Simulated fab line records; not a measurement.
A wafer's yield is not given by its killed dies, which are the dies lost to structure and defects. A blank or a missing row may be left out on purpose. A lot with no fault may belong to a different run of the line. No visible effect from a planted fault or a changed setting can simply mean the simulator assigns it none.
Which tool is to blame? || flow sfqLine || 14 lots with 42 wafers sampled at 5 steps, on a route of 325 steps

## WHAT THE GAUGES READ, wafer by wafer
No reading from a measuring or inspecting step in the record can be judged against a usual standard deviation.

## TOOL THAT RAN EACH LOT (tool first, then ch and the chambers of the sampled wafers, then the start)
{"lot": "L795", "SFQ_TRILAYER_L0_DEP_SPUTTER_003": "pvdSputter-03, day 1 12:29", "SFQ_TRILAYER_L0_CAP_PECVD_011": "pecvd-01 ch 0,1, day 3 05:40", "SFQ_TRILAYER_L0_VIA_ETCH_VIA_ETCH_016": "rieDiel-04 ch 0,1, day 5 15:44", "SFQ_TRILAYER_L0_VIA_STRIP_STRIP_017": "rieMetal-02 ch 0,1, day 5 15:47", "SFQ_TRILAYER_I4_METRO_MEASURE_101": "filmMetro-01, day 36 16:37"}
{"lot": "L796", "SFQ_TRILAYER_L0_DEP_SPUTTER_003": "pvdSputter-06, day 1 17:29", "SFQ_TRILAYER_L0_CAP_PECVD_011": "pecvd-03 ch 0,1, day 3 09:44", "SFQ_TRILAYER_L0_VIA_ETCH_VIA_ETCH_016": "rieDiel-04 ch 2,3, day 5 20:32", "SFQ_TRILAYER_L0_VIA_STRIP_STRIP_017": "rieMetal-02 ch 1, day 5 20:35", "SFQ_TRILAYER_I4_METRO_MEASURE_101": "filmMetro-01, day 37 01:49"}
{"lot": "L797", "SFQ_TRILAYER_L0_DEP_SPUTTER_003": "pvdSputter-04, day 1 22:29", "SFQ_TRILAYER_L0_CAP_PECVD_011": "pecvd-01 ch 1,2, day 3 16:27", "SFQ_TRILAYER_L0_VIA_ETCH_VIA_ETCH_016": "rieDiel-02 ch 1,3, day 6 05:22", "SFQ_TRILAYER_L0_VIA_STRIP_STRIP_017": "rieMetal-02 ch 1, day 6 05:24", "SFQ_TRILAYER_I4_METRO_MEASURE_101": "filmMetro-01, day 37 13:49"}
{"lot": "L798", "SFQ_TRILAYER_L0_DEP_SPUTTER_003": "pvdSputter-04, day 2 03:29", "SFQ_TRILAYER_L0_CAP_PECVD_011": "pecvd-02 ch 0,1,2, day 3 18:08", "SFQ_TRILAYER_L0_VIA_ETCH_VIA_ETCH_016": "rieDiel-04 ch 0,2,3, day 6 06:34", "SFQ_TRILAYER_L0_VIA_STRIP_STRIP_017": "rieMetal-03 ch 0,1, day 6 06:36", "SFQ_TRILAYER_I4_METRO_MEASURE_101": "filmMetro-03, day 38 01:37"}
{"lot": "L799", "SFQ_TRILAYER_L0_DEP_SPUTTER_003": "pvdSputter-04, day 2 08:29", "SFQ_TRILAYER_L0_CAP_PECVD_011": "pecvd-02 ch 0,2, day 4 01:20", "SFQ_TRILAYER_L0_VIA_ETCH_VIA_ETCH_016": "rieDiel-01 ch 0,1, day 6 10:10", "SFQ_TRILAYER_L0_VIA_STRIP_STRIP_017": "rieMetal-03 ch 0,1, day 6 10:24", "SFQ_TRILAYER_I4_METRO_MEASURE_101": "filmMetro-04, day 39 01:01"}
{"lot": "L800", "SFQ_TRILAYER_L0_DEP_SPUTTER_003": "pvdSputter-04, day 2 13:29", "SFQ_TRILAYER_L0_CAP_PECVD_011": "pecvd-02 ch 0,1,2, day 4 07:20", "SFQ_TRILAYER_L0_VIA_ETCH_VIA_ETCH_016": "rieDiel-02 ch 0,1,3, day 6 18:34", "SFQ_TRILAYER_L0_VIA_STRIP_STRIP_017": "rieMetal-02 ch 0,1, day 6 18:36", "SFQ_TRILAYER_I4_METRO_MEASURE_101": "filmMetro-01, day 39 11:21"}
{"lot": "L801", "SFQ_TRILAYER_L0_DEP_SPUTTER_003": "pvdSputter-06, day 2 18:29", "SFQ_TRILAYER_L0_CAP_PECVD_011": "pecvd-03 ch 0,1,2, day 4 13:30", "SFQ_TRILAYER_L0_VIA_ETCH_VIA_ETCH_016": "rieDiel-02 ch 0,1, day 6 23:28", "SFQ_TRILAYER_L0_VIA_STRIP_STRIP_017": "rieMetal-03 ch 0,1, day 6 23:30", "SFQ_TRILAYER_I4_METRO_MEASURE_101": "filmMetro-03, day 40 01:07"}
{"lot": "L802", "SFQ_TRILAYER_L0_DEP_SPUTTER_003": "pvdSputter-06, day 2 23:29", "SFQ_TRILAYER_L0_CAP_PECVD_011": "pecvd-03 ch 0,2, day 4 16:56", "SFQ_TRILAYER_L0_VIA_ETCH_VIA_ETCH_016": "rieDiel-01 ch 0,1, day 7 04:16", "SFQ_TRILAYER_L0_VIA_STRIP_STRIP_017": "rieMetal-01 ch 0,1, day 7 04:30", "SFQ_TRILAYER_I4_METRO_MEASURE_101": "filmMetro-04, day 40 14:33"}
{"lot": "L803", "SFQ_TRILAYER_L0_DEP_SPUTTER_003": "pvdSputter-06, day 3 04:29", "SFQ_TRILAYER_L0_CAP_PECVD_011": "pecvd-03 ch 1,2, day 4 22:56", "SFQ_TRILAYER_L0_VIA_ETCH_VIA_ETCH_016": "rieDiel-02 ch 1,2,3, day 7 10:16", "SFQ_TRILAYER_L0_VIA_STRIP_STRIP_017": "rieMetal-01 ch 0, day 7 10:30", "SFQ_TRILAYER_I4_METRO_MEASURE_101": "filmMetro-03, day 40 21:12"}
{"lot": "L804", "SFQ_TRILAYER_L0_DEP_SPUTTER_003": "pvdSputter-06, day 3 09:29", "SFQ_TRILAYER_L0_CAP_PECVD_011": "pecvd-03 ch 1,2, day 5 02:32", "SFQ_TRILAYER_L0_VIA_ETCH_VIA_ETCH_016": "rieDiel-02 ch 1,3, day 7 13:52", "SFQ_TRILAYER_L0_VIA_STRIP_STRIP_017": "rieMetal-03 ch 0,1, day 7 13:54", "SFQ_TRILAYER_I4_METRO_MEASURE_101": "filmMetro-03, day 41 05:35"}
{"lot": "L806", "SFQ_TRILAYER_L0_DEP_SPUTTER_003": "pvdSputter-06, day 3 19:29", "SFQ_TRILAYER_L0_CAP_PECVD_011": "pecvd-03 ch 1,2, day 5 13:20", "SFQ_TRILAYER_L0_VIA_ETCH_VIA_ETCH_016": "rieDiel-04 ch 0,1, day 8 04:16", "SFQ_TRILAYER_L0_VIA_STRIP_STRIP_017": "rieMetal-03 ch 0,1, day 8 04:18", "SFQ_TRILAYER_I4_METRO_MEASURE_101": "filmMetro-01, day 41 18:00"}
{"lot": "L809", "SFQ_TRILAYER_L0_DEP_SPUTTER_003": "pvdSputter-03, day 4 10:29", "SFQ_TRILAYER_L0_CAP_PECVD_011": "pecvd-03 ch 1,2, day 6 01:30", "SFQ_TRILAYER_L0_VIA_ETCH_VIA_ETCH_016": "rieDiel-02 ch 0,1,2, day 8 19:45", "SFQ_TRILAYER_L0_VIA_STRIP_STRIP_017": "rieMetal-02 ch 0,1, day 8 19:48", "SFQ_TRILAYER_I4_METRO_MEASURE_101": "filmMetro-01, day 42 08:35"}
{"lot": "L810", "SFQ_TRILAYER_L0_DEP_SPUTTER_003": "pvdSputter-03, day 4 15:29", "SFQ_TRILAYER_L0_CAP_PECVD_011": "pecvd-03 ch 0,1,2, day 6 08:32", "SFQ_TRILAYER_L0_VIA_ETCH_VIA_ETCH_016": "rieDiel-01 ch 1,3, day 9 05:21", "SFQ_TRILAYER_L0_VIA_STRIP_STRIP_017": "rieMetal-02 ch 0,1, day 9 05:36", "SFQ_TRILAYER_I4_METRO_MEASURE_101": "filmMetro-04, day 43 00:24"}
{"lot": "L816", "SFQ_TRILAYER_L0_DEP_SPUTTER_003": "pvdSputter-03, day 5 21:29", "SFQ_TRILAYER_L0_CAP_PECVD_011": "pecvd-01 ch 0,1, day 7 17:02", "SFQ_TRILAYER_L0_VIA_ETCH_VIA_ETCH_016": "rieDiel-04 ch 1,2,3, day 10 18:21", "SFQ_TRILAYER_L0_VIA_STRIP_STRIP_017": "rieMetal-03 ch 0,1, day 10 18:24", "SFQ_TRILAYER_I4_METRO_MEASURE_101": "filmMetro-04, day 45 02:35"}
- SFQ_TRILAYER_L0_DEP_SPUTTER_003: material MoNx KI, target thk 40 nm, time 100 s.
- SFQ_TRILAYER_L0_CAP_PECVD_011: deposits SiO2 from SiH4/N2O, time 13.333 s, target thk 60 nm.
- SFQ_TRILAYER_L0_VIA_ETCH_VIA_ETCH_016: etches SiO2 in CHF3, stops on MoNx KI, target depth 80 nm.
- SFQ_TRILAYER_L0_VIA_STRIP_STRIP_017: strips in O2.
- SFQ_TRILAYER_I4_METRO_MEASURE_101

## WHAT THE TOOLS THEMSELVES READ (means of the sampled wafers that have a number; where no wafer has one, the mark that the record gives instead)
SFQ_TRILAYER_L0_DEP_SPUTTER_003. Usual: throttleValvePct 29.7 %, standard deviation 0.76.
{"lot": "L795", "tool": "pvdSputter-03", "throttleValvePct (%)": 29.8, "flag": ""}
{"lot": "L796", "tool": "pvdSputter-06", "throttleValvePct (%)": 29.7, "flag": ""}
{"lot": "L797", "tool": "pvdSputter-04", "throttleValvePct (%)": 29.5, "flag": ""}
{"lot": "L798", "tool": "pvdSputter-04", "throttleValvePct (%)": 29.6, "flag": ""}
{"lot": "L799", "tool": "pvdSputter-04", "throttleValvePct (%)": 30.2, "flag": ""}
{"lot": "L800", "tool": "pvdSputter-04", "throttleValvePct (%)": 29.7, "flag": ""}
{"lot": "L801", "tool": "pvdSputter-06", "throttleValvePct (%)": 29.6, "flag": ""}
{"lot": "L802", "tool": "pvdSputter-06", "throttleValvePct (%)": 29.2, "flag": ""}
{"lot": "L803", "tool": "pvdSputter-06", "throttleValvePct (%)": 29.1, "flag": ""}
{"lot": "L804", "tool": "pvdSputter-06", "throttleValvePct (%)": 29.6, "flag": ""}
{"lot": "L806", "tool": "pvdSputter-06", "throttleValvePct (%)": 29.3, "flag": ""}
{"lot": "L809", "tool": "pvdSputter-03", "throttleValvePct (%)": 30.6, "flag": ""}
{"lot": "L810", "tool": "pvdSputter-03", "throttleValvePct (%)": 30.7, "flag": ""}
{"lot": "L816", "tool": "pvdSputter-03", "throttleValvePct (%)": 30.3, "flag": ""}

SFQ_TRILAYER_L0_CAP_PECVD_011. Usual: heaterPowerOuterW 26 W, standard deviation 9.7; heaterPowerW 77 W, standard deviation 15; throttleValvePct 25.9 %, standard deviation 2.
{"lot": "L795", "tool": "pecvd-01", "heaterPowerOuterW (W)": 28, "heaterPowerW (W)": 81, "throttleValvePct (%)": 23.9, "flag": ""}
{"lot": "L796", "tool": "pecvd-03", "heaterPowerOuterW (W)": 29, "heaterPowerW (W)": 83, "throttleValvePct (%)": 24.5, "flag": ""}
{"lot": "L797", "tool": "pecvd-01", "heaterPowerOuterW (W)": 28, "heaterPowerW (W)": 83, "throttleValvePct (%)": 24.1, "flag": ""}
{"lot": "L798", "tool": "pecvd-02", "heaterPowerOuterW (W)": 21, "heaterPowerW (W)": 64, "throttleValvePct (%)": 26.5, "flag": ""}
{"lot": "L799", "tool": "pecvd-02", "heaterPowerOuterW (W)": 21, "heaterPowerW (W)": 62, "throttleValvePct (%)": 25.2, "flag": ""}
{"lot": "L800", "tool": "pecvd-02", "heaterPowerOuterW (W)": 20, "heaterPowerW (W)": 61, "throttleValvePct (%)": 26.4, "flag": ""}
{"lot": "L801", "tool": "pecvd-03", "heaterPowerOuterW (W)": 29, "heaterPowerW (W)": 84, "throttleValvePct (%)": 26.3, "flag": ""}
{"lot": "L802", "tool": "pecvd-03", "heaterPowerOuterW (W)": 27, "heaterPowerW (W)": 79, "throttleValvePct (%)": 25.1, "flag": ""}
{"lot": "L803", "tool": "pecvd-03", "heaterPowerOuterW (W)": 38, "heaterPowerW (W)": 93, "throttleValvePct (%)": 27.5, "flag": ""}
{"lot": "L804", "tool": "pecvd-03", "heaterPowerOuterW (W)": 38, "heaterPowerW (W)": 93, "throttleValvePct (%)": 27.5, "flag": ""}
{"lot": "L806", "tool": "pecvd-03", "heaterPowerOuterW (W)": 31, "heaterPowerW (W)": 85, "throttleValvePct (%)": 27.8, "flag": ""}
{"lot": "L809", "tool": "pecvd-03", "heaterPowerOuterW (W)": 37, "heaterPowerW (W)": 91, "throttleValvePct (%)": 27.7, "flag": ""}
{"lot": "L810", "tool": "pecvd-03", "heaterPowerOuterW (W)": 26, "heaterPowerW (W)": 78, "throttleValvePct (%)": 26.4, "flag": ""}
{"lot": "L816", "tool": "pecvd-01", "heaterPowerOuterW (W)": 27, "heaterPowerW (W)": 80, "throttleValvePct (%)": 24.4, "flag": ""}

SFQ_TRILAYER_L0_VIA_ETCH_VIA_ETCH_016. Usual: drypumpMotorCurrentA 5.9 A, standard deviation 0.49; oesProductAu 0.842 a.u., standard deviation 0.0078.
{"lot": "L795", "tool": "rieDiel-04", "drypumpMotorCurrentA (A)": 5.8, "oesProductAu (a.u.)": 0.843, "flag": ""}
{"lot": "L796", "tool": "rieDiel-04", "drypumpMotorCurrentA (A)": 6.0, "oesProductAu (a.u.)": 0.834, "flag": ""}
{"lot": "L797", "tool": "rieDiel-02", "drypumpMotorCurrentA (A)": 6.4, "oesProductAu (a.u.)": 0.839, "flag": ""}
{"lot": "L798", "tool": "rieDiel-04", "drypumpMotorCurrentA (A)": 6.2, "oesProductAu (a.u.)": 0.838, "flag": ""}
{"lot": "L799", "tool": "rieDiel-01", "drypumpMotorCurrentA (A)": 5.6, "oesProductAu (a.u.)": 0.848, "flag": ""}
{"lot": "L800", "tool": "rieDiel-02", "drypumpMotorCurrentA (A)": 6.0, "oesProductAu (a.u.)": 0.850, "flag": ""}
{"lot": "L801", "tool": "rieDiel-02", "drypumpMotorCurrentA (A)": 5.5, "oesProductAu (a.u.)": 0.834, "flag": ""}
{"lot": "L802", "tool": "rieDiel-01", "drypumpMotorCurrentA (A)": 5.3, "oesProductAu (a.u.)": 0.837, "flag": ""}
{"lot": "L803", "tool": "rieDiel-02", "drypumpMotorCurrentA (A)": 6.1, "oesProductAu (a.u.)": 0.838, "flag": ""}
{"lot": "L804", "tool": "rieDiel-02", "drypumpMotorCurrentA (A)": 5.9, "oesProductAu (a.u.)": 0.834, "flag": ""}
{"lot": "L806", "tool": "rieDiel-04", "drypumpMotorCurrentA (A)": 6.0, "oesProductAu (a.u.)": 0.896, "flag": "OFF"}
{"lot": "L809", "tool": "rieDiel-02", "drypumpMotorCurrentA (A)": 5.6, "oesProductAu (a.u.)": 0.897, "flag": "OFF"}
{"lot": "L810", "tool": "rieDiel-01", "drypumpMotorCurrentA (A)": 6.0, "oesProductAu (a.u.)": 0.899, "flag": "OFF"}
{"lot": "L816", "tool": "rieDiel-04", "drypumpMotorCurrentA (A)": 6.0, "oesProductAu (a.u.)": 0.848, "flag": ""}

SFQ_TRILAYER_L0_VIA_STRIP_STRIP_017. Usual: drypumpMotorCurrentA 6.0 A, standard deviation 0.37; oesProductAu 0.993 a.u., standard deviation 0.0097.
{"lot": "L795", "tool": "rieMetal-02", "drypumpMotorCurrentA (A)": 5.7, "oesProductAu (a.u.)": 0.993, "flag": ""}
{"lot": "L796", "tool": "rieMetal-02", "drypumpMotorCurrentA (A)": 5.8, "oesProductAu (a.u.)": 1.005, "flag": ""}
{"lot": "L797", "tool": "rieMetal-02", "drypumpMotorCurrentA (A)": 5.8, "oesProductAu (a.u.)": 0.999, "flag": ""}
{"lot": "L798", "tool": "rieMetal-03", "drypumpMotorCurrentA (A)": 6.4, "oesProductAu (a.u.)": 0.993, "flag": ""}
{"lot": "L799", "tool": "rieMetal-03", "drypumpMotorCurrentA (A)": 6.4, "oesProductAu (a.u.)": 0.993, "flag": ""}
{"lot": "L800", "tool": "rieMetal-02", "drypumpMotorCurrentA (A)": 5.7, "oesProductAu (a.u.)": 0.997, "flag": ""}
{"lot": "L801", "tool": "rieMetal-03", "drypumpMotorCurrentA (A)": 6.4, "oesProductAu (a.u.)": 0.985, "flag": ""}
{"lot": "L802", "tool": "rieMetal-01", "drypumpMotorCurrentA (A)": 6.2, "oesProductAu (a.u.)": 0.989, "flag": ""}
{"lot": "L803", "tool": "rieMetal-01", "drypumpMotorCurrentA (A)": 6.2, "oesProductAu (a.u.)": 0.994, "flag": ""}
{"lot": "L804", "tool": "rieMetal-03", "drypumpMotorCurrentA (A)": 6.1, "oesProductAu (a.u.)": 0.982, "flag": ""}
{"lot": "L806", "tool": "rieMetal-03", "drypumpMotorCurrentA (A)": 6.4, "oesProductAu (a.u.)": 0.987, "flag": ""}
{"lot": "L809", "tool": "rieMetal-02", "drypumpMotorCurrentA (A)": 5.7, "oesProductAu (a.u.)": 1.005, "flag": ""}
{"lot": "L810", "tool": "rieMetal-02", "drypumpMotorCurrentA (A)": 5.7, "oesProductAu (a.u.)": 1.002, "flag": ""}
{"lot": "L816", "tool": "rieMetal-03", "drypumpMotorCurrentA (A)": 6.1, "oesProductAu (a.u.)": 0.981, "flag": ""}

SFQ_TRILAYER_I4_METRO_MEASURE_101. Usual: thkNm 199.6 nm, standard deviation 1.3.
{"lot": "L795", "tool": "filmMetro-01", "thkNm (nm)": 200.6, "flag": ""}
{"lot": "L796", "tool": "filmMetro-01", "thkNm (nm)": 201.0, "flag": ""}
{"lot": "L797", "tool": "filmMetro-01", "thkNm (nm)": 199.7, "flag": ""}
{"lot": "L798", "tool": "filmMetro-03", "thkNm (nm)": 198.9, "flag": ""}
{"lot": "L799", "tool": "filmMetro-04", "thkNm (nm)": 200.2, "flag": ""}
{"lot": "L800", "tool": "filmMetro-01", "thkNm (nm)": 200.7, "flag": ""}
{"lot": "L801", "tool": "filmMetro-03", "thkNm (nm)": 198.3, "flag": ""}
{"lot": "L802", "tool": "filmMetro-04", "thkNm (nm)": 198.9, "flag": ""}
{"lot": "L803", "tool": "filmMetro-03", "thkNm (nm)": 199.2, "flag": ""}
{"lot": "L804", "tool": "filmMetro-03", "thkNm (nm)": 199.2, "flag": ""}
{"lot": "L806", "tool": "filmMetro-01", "thkNm (nm)": 199.4, "flag": ""}
{"lot": "L809", "tool": "filmMetro-01", "thkNm (nm)": 200.0, "flag": ""}
{"lot": "L810", "tool": "filmMetro-04", "thkNm (nm)": 200.1, "flag": ""}
{"lot": "L816", "tool": "filmMetro-04", "thkNm (nm)": 200.1, "flag": ""}

## THE ANSWER, worked out from the rows above alone
Rule: a lot is off if the mean of its wafers that have a number lies more than 3 standard deviations from the usual mean. A lot without any number at a reading at which 4 lots or more have one is off too. All remaining lots with rows at the step are treated as sound. First the gauges in route order, then the tools' own readings, where a lot's mean is used as printed above. The first step at which some lot is off is used, and at that step the reading that is off furthest; a lot without a number counts as furthest.
Off: L806, L809, L810, at SFQ_TRILAYER_L0_VIA_ETCH_VIA_ETCH_016 (oesProductAu).
A tool fits if, at that step or a process step before it, it ran every lot that is off, and no sound lot after the first of them. One fits: SFQ_TRILAYER_L0_CAP_PECVD_011 on pecvd-03. Its last sound lot is L804 (day 5 02:32), its first lot that is off L806 (day 5 13:20): a fault that began between those two fits.

## WHAT THE SIMULATOR HAD PUT IN
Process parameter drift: pecvd-03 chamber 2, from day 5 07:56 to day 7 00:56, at SFQ_TRILAYER_L0_CAP_PECVD_011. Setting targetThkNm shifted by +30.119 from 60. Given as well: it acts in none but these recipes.
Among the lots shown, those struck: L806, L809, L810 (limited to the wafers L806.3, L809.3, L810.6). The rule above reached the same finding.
